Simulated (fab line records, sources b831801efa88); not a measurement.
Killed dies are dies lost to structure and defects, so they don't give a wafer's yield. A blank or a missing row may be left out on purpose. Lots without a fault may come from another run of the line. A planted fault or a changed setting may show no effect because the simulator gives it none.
Which tool did it? | flow gf180mcu | 14 lots, 39 wafers sampled, at 3 steps of a route of 602

WHAT THE GAUGES READ, wafer by wafer
GF_V4_CD_MEAS_14: target cd 260 nm. Usual: cd_nm 259.9 nm, standard deviation 1.2.
lot  | measured     | on        | cd_nm (nm)        | flag
L561 | day 24 07:13 | cd_sem-02 | 260.5 261.5 260.7 |
L562 | day 24 12:58 | cd_sem-01 | 260.0 259.5 259.4 |
L563 | day 24 19:29 | cd_sem-01 | 260.6 260.5 260.2 |
L564 | day 25 09:10 | cd_sem-01 | 261.6 260.8 260.0 |
L565 | day 25 10:17 | cd_sem-01 | 258.4 261.1 260.2 |
L566 | day 25 23:40 | cd_sem-02 | 260.0 260.6 259.0 |
L567 | day 26 07:54 | cd_sem-02 | 258.9 258.2 257.8 |
L575 | day 29 01:01 | cd_sem-02 | 258.9 258.4       |
L576 | day 29 04:50 | cd_sem-02 | 262.2 262.2       |
L577 | day 29 14:55 | cd_sem-02 | 260.5 260.4       |
L579 | day 30 02:39 | cd_sem-02 | 260.3 259.2 259.8 |
L581 | day 30 10:42 | cd_sem-02 | 259.6 258.2 258.9 |
L582 | day 30 17:23 | cd_sem-01 | 261.1 258.9 260.1 |
L584 | day 31 04:35 | cd_sem-02 | 261.2 262.1 260.7 |

WHICH TOOL RAN EACH LOT (tool, then ch and the chambers of the sampled wafers, then the start)
lot  | GF_V3_CMP_26                  | GF_M4_SPUTTER_02
L561 | cmp-01 ch 0,2,3, day 22 09:00 | pvd_sputter-01, day 22 09:17
L562 | cmp-01 ch 0,1,3, day 22 13:49 | pvd_sputter-01, day 22 14:14
L563 | cmp-02 ch 0,1,2, day 22 21:06 | pvd_sputter-01, day 22 21:23
L564 | cmp-01 ch 0,1,2, day 23 12:21 | pvd_sputter-01, day 23 12:44
L565 | cmp-01 ch 0,1,3, day 23 12:59 | pvd_sputter-01, day 23 13:25
L566 | cmp-01 ch 0,1,3, day 24 02:15 | pvd_sputter-01, day 24 02:32
L567 | cmp-02 ch 0,1,2, day 24 11:31 | pvd_sputter-02, day 24 11:56
L575 | cmp-01 ch 2,3, day 27 06:58   | pvd_sputter-01, day 27 07:23
L576 | cmp-01 ch 2,3, day 27 11:13   | pvd_sputter-03, day 27 11:40
L577 | cmp-01 ch 0,1, day 27 23:26   | pvd_sputter-03, day 27 23:46
L579 | cmp-02 ch 0,1,3, day 28 10:55 | pvd_sputter-02, day 28 11:21
L581 | cmp-02 ch 0,2,3, day 28 20:38 | pvd_sputter-02, day 28 21:04
L582 | cmp-02 ch 0,1,2, day 29 02:49 | pvd_sputter-02, day 29 03:15
L584 | cmp-02 ch 0,1, day 29 14:20   | pvd_sputter-02, day 29 14:43
- GF_V3_CMP_26: polishes, stops on SiO2, t overpolish 15 s, target thk 0 nm.
- GF_M4_SPUTTER_02: material AlCu, target thk 450 nm, time 23.9 s.

WHAT THE TOOLS THEMSELVES READ (means of the sampled wafers that have a number; where no wafer has one, the mark that the record gives instead)
GF_V3_CMP_26. Usual: edge_zone_pressure_frac 1.000, standard deviation 0.0045; motor_current_A 11.3 A, standard deviation 1.4; overpolish_run_s 14.999 s, standard deviation 0.0093; time_to_endpoint_s 85.6 s, standard deviation 2.8.
lot  | tool   | edge_zone_pressure_frac | motor_current_A (A) | overpolish_run_s (s) | time_to_endpoint_s (s) | flag
L561 | cmp-01 | 1.003                   | 11.2                | 14.995               | 87.6                   |
L562 | cmp-01 | 0.996                   | 11.6                | 14.999               | 86.6                   |
L563 | cmp-02 | 0.998                   | 10.3                | 15.000               | 85.0                   |
L564 | cmp-01 | 1.000                   | 11.8                | 15.001               | 82.3                   |
L565 | cmp-01 | 1.002                   | 11.6                | 15.004               | 83.6                   |
L566 | cmp-01 | 0.999                   | 11.6                | 14.995               | 86.1                   |
L567 | cmp-02 | 0.998                   | 10.4                | 14.997               | 85.6                   |
L575 | cmp-01 | 1.002                   | 10.8                | 14.993               | 69.1                   | OFF
L576 | cmp-01 | 1.002                   | 10.6                | 15.003               | 68.4                   | OFF
L577 | cmp-01 | 0.997                   | 12.1                | 14.992               | 69.5                   | OFF
L579 | cmp-02 | 1.001                   | 11.6                | 15.003               | 84.1                   |
L581 | cmp-02 | 1.001                   | 11.9                | 14.991               | 82.9                   |
L582 | cmp-02 | 1.000                   | 10.5                | 14.999               | 89.5                   |
L584 | cmp-02 | 1.001                   | 10.1                | 14.992               | 86.5                   |

GF_M4_SPUTTER_02. Usual: throttle_valve_pct 29.8 %, standard deviation 1.1.
lot  | tool           | throttle_valve_pct (%) | flag
L561 | pvd_sputter-01 | 29.9                   |
L562 | pvd_sputter-01 | 29.8                   |
L563 | pvd_sputter-01 | 29.8                   |
L564 | pvd_sputter-01 | 30.3                   |
L565 | pvd_sputter-01 | 29.4                   |
L566 | pvd_sputter-01 | 29.3                   |
L567 | pvd_sputter-02 | 30.6                   |
L575 | pvd_sputter-01 | 29.4                   |
L576 | pvd_sputter-03 | 30.3                   |
L577 | pvd_sputter-03 | 28.5                   |
L579 | pvd_sputter-02 | 30.4                   |
L581 | pvd_sputter-02 | 30.7                   |
L582 | pvd_sputter-02 | 29.8                   |
L584 | pvd_sputter-02 | 29.9                   |

THE ANSWER, worked out from the rows above alone
Rule: a lot is off if the mean of its wafers that have a number lies more than 3 standard deviations from the usual mean. A lot without any number at a reading at which 4 lots or more have one is off too. The other lots that the step has rows for count as sound. The gauges are gone through in route order, then the tools' own readings, and for those a lot's mean is taken as printed above. The first step at which some lot is off is used, and at that step the reading that is off furthest; a lot without a number counts as furthest.
Off: L575, L576, L577, at GF_V3_CMP_26 (time_to_endpoint_s).
A tool fits if, at that step or a process step before it, it ran every lot that is off, and no sound lot after the first of them. One fits: cmp-01 at GF_V3_CMP_26. Its last sound lot is L566 (day 24 02:15), its first lot that is off L575 (day 27 06:58): a fault that began between those two fits.
The tool's own readings at GF_V3_CMP_26 bear it out: on the lots that are off they differ by more than 5 times the standard deviation of the sound lots' means. time_to_endpoint_s reads 69.0 s there against 85.4 s on the sound lots.

WHAT THE SIMULATOR HAD PUT IN
Process parameter drift: cmp-01, from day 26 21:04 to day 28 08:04, at GF_V3_CMP_26. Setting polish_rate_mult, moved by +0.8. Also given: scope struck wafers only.
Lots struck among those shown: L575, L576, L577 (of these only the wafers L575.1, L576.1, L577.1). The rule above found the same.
